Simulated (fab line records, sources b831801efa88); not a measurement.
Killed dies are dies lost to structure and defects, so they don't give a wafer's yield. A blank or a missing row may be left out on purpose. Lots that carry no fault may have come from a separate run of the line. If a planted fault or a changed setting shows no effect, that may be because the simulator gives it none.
A lot that was struck, set against a sound lot | flow sky130 | 15 steps out of a route of 708
Sound: wafers L610.3, L610.4, L610.6. Wafers struck: L627.1, L627.3, L627.6. The cause is named last.
At each step with rows: each side's tool, then ch and its chambers, then its first start. Under that, the readings that differ: sound wafers | struck wafers | difference of the means | sigmas: that difference in standard deviations of wafers without a fault.
alike: words and numbers the same on both sides, and readings whose means are apart by under 2 such deviations; not compared: readings that were withheld, readings missing a value for some wafer, numbers with overlapping values and no deviation given by the record, and bounds like >300 which may hide the same value.
Wherever a step has rows on one side only, a row that says differs or no value, or a row with sigmas, the two part there. Numbers that don't overlap but have no deviation are shown without sigmas and don't part them. A reading that every wafer of one side lacks parts them only if that side has two wafers or more.

SKY_LDD_P_OVL_MEAS_08:
  sound: overlay-01 at day 20 04:29; struck: overlay-02 at day 26 08:41
  alike: LDD_P_OVL
following that, these wafers have no rows for 1 step: SKY_LDD_P_IMPLANT_09.
SKY_LDD_P_STRIP_10: strips in O2/N2.
  sound on plasma asher-02 ch 0,1, day 20 04:41; struck on plasma asher-01 ch 0,1, day 26 08:53
  alike: drypump motor current A, n2 flow sccm, oes product au, strip time to endpoint s
  not compared: rf hours counter h
SKY_LDD_P_TW_MEAS_11:
  sound: film metro-04 at day 20 04:47; struck: film metro-02 at day 26 08:59
  alike: LDD_P_TW
then, 7 steps without rows for these wafers: SKY_LDD_HVN_DEHYDRATE_00 (time 60 s); SKY_LDD_HVN_HMDS_01 (prime time 60 s); SKY_LDD_HVN_COAT_02 (resist thk 300 nm); SKY_LDD_HVN_SOFTBAKE_03 (time 60 s); SKY_LDD_HVN_EXPOSE_04 (exposes mask HVNTM, target cd 700 nm); SKY_LDD_HVN_PEB_05; SKY_LDD_HVN_DEVELOP_06 (develop time 60 s).
SKY_LDD_HVN_OVL_MEAS_07:
  sound: overlay-02 at day 21 11:31; struck: overlay-02 at day 27 12:58
  alike: LDD_HVN_OVL
SKY_LDD_HVN_IMPLANT_08:
  sound on implanter-02 ch 0, day 21 11:36; struck on implanter-02 ch 0, day 27 13:00
  reading       | sound                 | struck                        | difference | sigmas
  dose ions cm2 | 2.996e+13 3e+13 3e+13 | 3.061e+13 3.065e+13 3.058e+13 | +6.267e+11 | +18
  alike: faraday current uA, tilt deg
SKY_LDD_HVN_STRIP_09: strips in O2/N2.
  sound on plasma asher-04 ch 0,1, day 21 11:44; struck on plasma asher-01 ch 0,1, day 27 13:09
  alike: drypump motor current A, n2 flow sccm, oes product au, strip time to endpoint s
  not compared: rf hours counter h
-- record jumps: 23 days separate the struck wafers' starts on either side; left off in module LDD_HVN, taken up again in module PAD_OPEN, whose first shown step is the route's number 708 --
SKY_PAD_OPEN_PROBE_99:
  sound: prober-01 at day 46 17:40; struck: prober-02 at day 50 11:35
  alike: killed_at_M0_to_M3, killed_at_M4_up, killed at contacts, killed at front end, killed at other, killed dies, killed on rim, killed open, killed short

## WHERE THEY PART
At SKY_LDD_HVN_IMPLANT_08 and nowhere else, as far as this record goes. Later steps at which nothing parts them and some readings are alike: SKY_LDD_HVN_STRIP_09, SKY_PAD_OPEN_PROBE_99.

WHY: what the simulator had put in
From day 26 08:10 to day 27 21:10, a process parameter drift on implanter-02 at SKY_LDD_HVN_IMPLANT_08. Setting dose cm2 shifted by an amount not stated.
